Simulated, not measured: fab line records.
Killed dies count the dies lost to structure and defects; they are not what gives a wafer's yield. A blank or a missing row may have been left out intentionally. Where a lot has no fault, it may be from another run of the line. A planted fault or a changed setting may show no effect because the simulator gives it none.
Struck lot and sound lot, side by side :: flow gf180mcu :: 14 steps out of a route of 602
Sound: wafers L876.1, L876.4, L876.5. The struck wafers were L887.1, L887.3, L887.6. The cause comes at the end.
For every step that has rows: the tool of each side, followed by ch and its chambers, followed by its first start. Under that, the readings that differ: sound wafers :: struck wafers :: difference of the means :: sigmas: that difference in standard deviations of wafers without a fault.
alike: a reading whose means differ by less than 2 such deviations, as well as words and numbers matching on both sides. not compared: withheld readings; readings where some wafer has no value; bounds like >300 that might hide an equal value; numbers whose values overlap and for which the record gives no deviation.
The two part at a step that has a row with sigmas, a row that says differs or no value, or rows on one side only. Non-overlapping numbers with no deviation appear without sigmas and do not part them. A reading that every wafer of one side lacks parts them only if that side has two wafers or more.

GF_V5_CMP_26: polishes, stops on SiO2, t overpolish 15 s, target thk 0 nm.
  sound on cmp-02 ch 0,2,3, day 29 17:13; struck on cmp-01 ch 1,3, day 32 21:07
  alike: motor current A, overpolish run s, time to endpoint s
GF_TOP_METAL_SPUTTER_00: material Ti, target thk 37.5 nm, time 150 s.
  sound on pvd sputter-03, day 29 17:25; struck on pvd sputter-03, day 32 21:22
  alike: throttle valve pct
GF_TOP_METAL_SPUTTER_01: material TiN, target thk 30 nm, time 25 s.
  sound on pvd sputter-03, day 29 17:31; struck on pvd sputter-03, day 32 21:28
  alike: throttle valve pct
GF_TOP_METAL_SPUTTER_02: material AlCu, target thk 900 nm, time 47.82 s.
  sound on pvd sputter-03, day 29 17:33; struck on pvd sputter-03, day 32 21:30
  alike: throttle valve pct
GF_TOP_METAL_SPUTTER_03: material Ti, target thk 5 nm, time 3.3 s.
  sound on pvd sputter-03, day 29 17:35; struck on pvd sputter-03, day 32 21:32
  alike: throttle valve pct
then, 1 step without rows for these wafers: GF_TOP_METAL_SPUTTER_04 (material TiN, target thk 25 nm, time 20.8 s).
GF_TOP_METAL_RS_MEAS_05: uses a four-point probe to measure.
  sound on film metro-04, day 29 17:38; struck on film metro-03, day 32 21:35
  alike: TOP_METAL_ALCU_RS
GF_TOP_METAL_THK_MEAS_06: measures by xrf.
  sound on film metro-04, day 29 17:46; struck on film metro-03, day 32 21:43
  alike: TOP_METAL_ALCU_THK
then, 4 steps without rows for these wafers: GF_TOP_METAL_DEHYDRATE_07 (time 60 s); GF_TOP_METAL_HMDS_08 (prime time 60 s); GF_TOP_METAL_COAT_09 (resist thk 1500 nm); GF_TOP_METAL_SOFTBAKE_10 (time 60 s).
GF_TOP_METAL_EXPOSE_11: exposes mask MetalTop, target cd 440 nm.
  sound on iline stepper-02 ch 0, day 30 03:22; struck on iline stepper-02, day 33 05:58
  no value came back on the struck wafers for exposure dose mJ cm2, focus offset nm (nm); on the sound wafers exposure dose mJ cm2 reads 169.6 169.7 169.8
  alike: mask
after that, 1 step had no rows for these wafers: GF_TOP_METAL_PEB_12.

WHERE THEY PART
Only at GF_TOP_METAL_EXPOSE_11, as far as this record shows.

WHY: whatever the simulator had introduced
Entire step skipped (iline stepper-02, GF_TOP_METAL_EXPOSE_11), from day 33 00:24 onward. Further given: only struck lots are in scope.
